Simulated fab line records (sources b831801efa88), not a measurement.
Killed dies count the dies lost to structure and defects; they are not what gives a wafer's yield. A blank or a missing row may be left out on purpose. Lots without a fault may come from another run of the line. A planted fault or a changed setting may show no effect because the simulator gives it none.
What tool caused it? + flow sky130 + 11 lots with 33 wafers sampled at 3 steps, on a route of 708 steps

## WHAT THE GAUGES READ, wafer by wafer
SKY_CONTACT_THK_MEAS_26: measures by xrf.
| lot  | measured     | on            | CONTACT_W_THK (nm) |
|------|--------------|---------------|--------------------|
| L654 | day 32 06:13 | film metro-02 | 325 325 347        |
| L655 | day 32 15:34 | film metro-02 | 325 342 345        |
| L656 | day 32 23:22 | film metro-01 | 335 333 339        |
| L657 | day 33 13:52 | film metro-01 | 335 329 330        |
| L666 | day 36 09:59 | film metro-03 | 347 347 331        |
| L669 | day 37 15:15 | film metro-02 | 349 332 331        |
| L671 | day 37 22:22 | film metro-02 | 325 325 323        |
| L670 | day 38 02:41 | film metro-01 | 326 328 324        |
| L672 | day 38 04:13 | film metro-02 | 338 339 336        |
| L673 | day 38 08:31 | film metro-02 | 349 347 335        |
| L675 | day 38 20:32 | film metro-03 | 335 341 338        |

SKY_VIA1_OVL_MEAS_13.
| lot  | measured     | on         | VIA1_OVL (nm) |
|------|--------------|------------|---------------|
| L654 | day 34 13:04 | overlay-02 | -4 -1 -5      |
| L655 | day 34 22:29 | overlay-02 | -3 -7 -5      |
| L656 | day 35 07:24 | overlay-02 | -9 -13 -2     |
| L657 | day 35 20:42 | overlay-02 | 2 4 -1        |
| L666 | day 38 16:26 | overlay-01 | 1 -1 -6       |
| L669 | day 39 19:16 | overlay-01 | 3 6 2         |
| L671 | day 40 03:13 | overlay-02 | -2 -3 -1      |
| L670 | day 40 06:36 | overlay-01 | -1 6 -2       |
| L672 | day 40 08:29 | overlay-02 | 2 6 3         |
| L673 | day 40 13:25 | overlay-02 | -1 3 -12      |
| L675 | day 41 01:08 | overlay-01 | -7 -6 -6      |

## WHICH TOOL RAN EACH LOT (tool, then ch and the chambers of the sampled wafers, then the start)
| lot  | SKY_CONTACT_SPUTTER_23       |
|------|------------------------------|
| L654 | pvd sputter-01, day 32 05:56 |
| L655 | pvd sputter-04, day 32 15:16 |
| L656 | pvd sputter-03, day 32 23:04 |
| L657 | pvd sputter-03, day 33 13:34 |
| L666 | pvd sputter-03, day 36 09:41 |
| L669 | pvd sputter-03, day 37 14:58 |
| L671 | pvd sputter-03, day 37 22:05 |
| L670 | pvd sputter-01, day 38 02:23 |
| L672 | pvd sputter-03, day 38 03:55 |
| L673 | pvd sputter-03, day 38 08:11 |
| L675 | pvd sputter-01, day 38 20:15 |
- SKY_CONTACT_SPUTTER_23: material TiN, target thk 20 nm, time 80 s.

## WHAT THE TOOLS THEMSELVES READ (means of the sampled wafers that have a number; where no wafer has one, the mark that the record gives instead)
SKY_CONTACT_SPUTTER_23.
| lot  | tool           | throttle valve pct (%) |
|------|----------------|------------------------|
| L654 | pvd sputter-01 | 30.7                   |
| L655 | pvd sputter-04 | 30.0                   |
| L656 | pvd sputter-03 | 30.7                   |
| L657 | pvd sputter-03 | 32.2                   |
| L666 | pvd sputter-03 | 31.5                   |
| L669 | pvd sputter-03 | 31.4                   |
| L671 | pvd sputter-03 | 31.3                   |
| L670 | pvd sputter-01 | 30.9                   |
| L672 | pvd sputter-03 | 30.8                   |
| L673 | pvd sputter-03 | 30.6                   |
| L675 | pvd sputter-01 | 31.0                   |

## THE ANSWER, worked out from the rows above alone
Rule: what is usual is taken from the lots themselves. Put in order of their means at a reading, lots are off if they are a third of the lots or fewer, leave a main group of 4 or more, and stand apart from it by a gap of 3 or more times the standard deviation of the main group's means; of several such gaps the widest counts. The tables above print the reading to a certain number of digits; a main group whose means all agree to those digits is not used. A lot without any number at a reading at which 4 lots or more have one is off too. Where the step has rows for the other lots, those lots are counted as sound. First the gauges in route order, then the tools' own readings, where a lot's mean is used as printed above. The first step at which some lot is off is used, and at that step the reading that is off furthest; a lot without a number counts as furthest.
No lot is off on any of the readings shown, so nothing can be concluded from this.

## WHAT THE SIMULATOR PUT IN
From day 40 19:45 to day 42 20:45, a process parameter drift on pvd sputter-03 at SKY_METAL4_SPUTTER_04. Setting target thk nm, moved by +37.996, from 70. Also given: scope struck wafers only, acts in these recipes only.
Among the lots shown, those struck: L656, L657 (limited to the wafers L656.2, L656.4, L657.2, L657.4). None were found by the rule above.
